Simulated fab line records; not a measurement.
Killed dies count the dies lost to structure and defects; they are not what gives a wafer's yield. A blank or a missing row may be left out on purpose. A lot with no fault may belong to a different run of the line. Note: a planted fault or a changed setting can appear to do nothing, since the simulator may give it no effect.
Comparing a struck lot with a sound one / flow gf180mcu / 13 out of 602 route steps
Sound: these wafers, L225.1, L225.2, L225.3. Wafers struck: L232.1, L232.2, L232.4. At the end, the cause is stated.
Each step with rows lists, per side, the tool, then ch with its chambers, then its first start. Under that, the readings that differ: sound wafers / struck wafers / difference of the means / sigmas: that difference in standard deviations of wafers without a fault.
alike: words and numbers the same on both sides, and readings whose means are apart by under 2 such deviations; not compared: readings that were withheld, readings missing a value for some wafer, numbers with overlapping values and no deviation given by the record, and bounds like >300 which may hide the same value.
The two part at a step that has a row with sigmas, a row that says differs or no value, or rows on one side only. Non-overlapping numbers with no deviation appear without sigmas and do not part them. Lack of a reading on every wafer of one side parts them only where that side has two or more wafers.

GF_STI_BOW_MEAS_00:
  sound: film_metro-04 at day 2 21:00; struck: film_metro-04 at day 4 08:00
  alike: INCOMING_BOW
then, 1 step without rows for these wafers: GF_STI_OXIDATION_01 (stabilise 600 s, purge 300 s, target thk 10 nm).
GF_STI_THK_MEAS_02:
  sound: film_metro-03 at day 2 22:46; struck: film_metro-04 at day 4 09:31
  alike: STI_OXIDATION_THK
then, 1 step without rows for these wafers: GF_STI_CVD_03 (deposits Si3N4 from DCS/NH3, target thk 207.16 nm, time 3551 s).
GF_STI_THK_MEAS_04:
  sound: film_metro-03 at day 3 01:48; struck: film_metro-02 at day 4 12:33
  alike: STI_CVD_03_THK
then, 6 steps without rows for these wafers: GF_STI_DEHYDRATE_05 (time 60 s); GF_STI_HMDS_06 (prime time 60 s); GF_STI_COAT_07 (resist thk 700 nm); GF_STI_SOFTBAKE_08 (time 60 s); GF_STI_EXPOSE_09 (exposes mask COMP, target cd 220 nm); GF_STI_PEB_10 (peb time 90 s).
GF_STI_DEVELOP_11: develop time 60 s.
  sound on litho_track-02 ch 0, day 3 13:53; struck on litho_track-03, day 5 01:58
  no value came back on the struck wafers for chill_plate_temp_C (C), develop_time_s (s); on the sound wafers chill_plate_temp_C (C) reads 22.94 23.14 23.01
reading=model.KrF_of_STI_COAT_07.thk_nm (nm); sound=686.1 684 685.2; struck=700.8 699.6 702.4; difference=+15.8; sigmas=
GF_STI_CD_MEAS_12: target cd 220 nm.
  sound: cd_sem-01 at day 3 14:02; struck: cd_sem-01 at day 5 02:07
reading=cd_nm (nm); sound=218.1 218.2 216.5; struck=- - -; difference=no value on the struck wafers; sigmas=

== WHERE THEY PART ==
First at GF_STI_DEVELOP_11; last, within this record, at GF_STI_CD_MEAS_12.

WHY: what the simulator had put in
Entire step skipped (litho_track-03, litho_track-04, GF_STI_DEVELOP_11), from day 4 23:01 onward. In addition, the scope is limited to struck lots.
